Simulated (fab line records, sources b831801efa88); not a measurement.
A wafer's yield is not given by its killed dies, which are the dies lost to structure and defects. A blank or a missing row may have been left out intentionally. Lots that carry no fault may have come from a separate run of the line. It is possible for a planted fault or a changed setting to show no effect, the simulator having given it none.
Problem report in the 8D (eight disciplines) form, filled by code ; flow sky130 ; the parts of the form that need people (team, actions taken, sign-off) are left out

1. THE ISSUE
LDD_LDN_TW at SKY_LDD_LDN_TW_MEAS_13 reads a mean of 30 on 2 wafers of 1 lot; wafers without a fault read 1474 with a standard deviation of 12. So: -99 or more standard deviations from the usual mean.
First seen on wafer L319.2, day 26 01:28, on film metro-02. The record holds 39 wafers of 13 lots with a number at this step. Rule for "out" (also "out of limits"): further than 4 standard deviations from the usual mean. Any other wafer with a number is counted as sound.

2. WHAT IT IS; WHAT IT IS NOT
question;is;is not
which readings at this step;LDD_LDN_TW;-
which lots;L319;L313, L314, L315, L316, L317, L318, L320, L330, L331, L332, L334, L335
which wafers of those lots;L319.2, L319.3;L319.1
read on which gauges;film metro-02;film metro-01, film metro-04
when;from day 26 01:28;"up to then (22 sound wafers); but 15 sound wafers of L330, L331, L332, L334, L335 came after"

3. SUSPECTS, AND WHAT RULES EACH OUT
Counting: any tool at a process step up to the reading remains a suspect provided it ran every lot that is out. Sound lots after the first of them don't rule it out here, since some wafers of a struck lot are sound.
- the gauge at SKY_LDD_LDN_TW_MEAS_13: kept. All the wafers that are out were read on film metro-02, and no step on other tools shows them out.
- plasma asher-04 at SKY_LDD_HVN_STRIP_09 (strips in O2/N2): kept. It processed L319, the lot that is out, at day 23 12:59, and its most recent sound lot before then was L320 at day 23 12:41.
- litho track-01 at SKY_LDD_LDN_DEVELOP_06 (develop time 60 s): kept. It processed L319, the lot that is out, at day 26 00:35, and its most recent sound lot before then was L320 at day 26 00:17.
After the count, these remain: plasma asher-04 at SKY_LDD_HVN_STRIP_09, litho track-01 at SKY_LDD_LDN_DEVELOP_06 and film metro-02 at SKY_LDD_LDN_TW_MEAS_13.

4. THE CAUSE (what the simulator had put in)
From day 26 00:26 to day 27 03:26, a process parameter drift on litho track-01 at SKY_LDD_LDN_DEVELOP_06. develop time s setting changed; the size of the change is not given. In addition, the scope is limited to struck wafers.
3 suspects survive the count, and this tool is in that group.

5. THE EFFECT CHAIN, in route order
Each row: a reading where the mean over the struck wafers with a number is more than 3 standard deviations away from the usual. Scope: only readings with a usual standard deviation given in the record; hours: median across lots of the time from each lot's start at the first step in this table that gives one to its start at this step; sigmas: change in usual standard deviations.
hours;step;reading;usual;on struck wafers;change;sigmas
0;SKY_LDD_LDN_TW_MEAS_13;LDD_LDN_TW;1474;30;-1444;-99 or more
Readings that are blank on the struck wafers while sound wafers have them: LDD_LDN_OVL at SKY_LDD_LDN_OVL_MEAS_07.
Later measuring or inspecting steps at which every struck wafer that the step has a row for has a number for every such reading, and none has moved that far: SKY_POLY_CUT_CD_MEAS_08.

6. HOW IT WOULD HAVE BEEN CAUGHT EARLIER
In this record the first reading out of limits at a measuring or inspecting step was taken at day 26 01:28, 1 hour after the fault began at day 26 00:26.
Between SKY_LDD_LDN_DEVELOP_06 and SKY_LDD_LDN_TW_MEAS_13, SKY_LDD_LDN_OVL_MEAS_07 gave no LDD_LDN_OVL on the struck wafers, where sound wafers have one: a measuring or inspecting step that comes back empty is itself a sign.
Tool readings at SKY_LDD_LDN_DEVELOP_06 with a usual standard deviation given in the record: none out on any struck wafer, hence no alarm at a limit of 4 standard deviations on them.
All the lots that are out (1) had begun SKY_LDD_LDN_DEVELOP_06 on litho track-01 by day 26 01:28. None of them would have been spared by holding the tool at that moment.
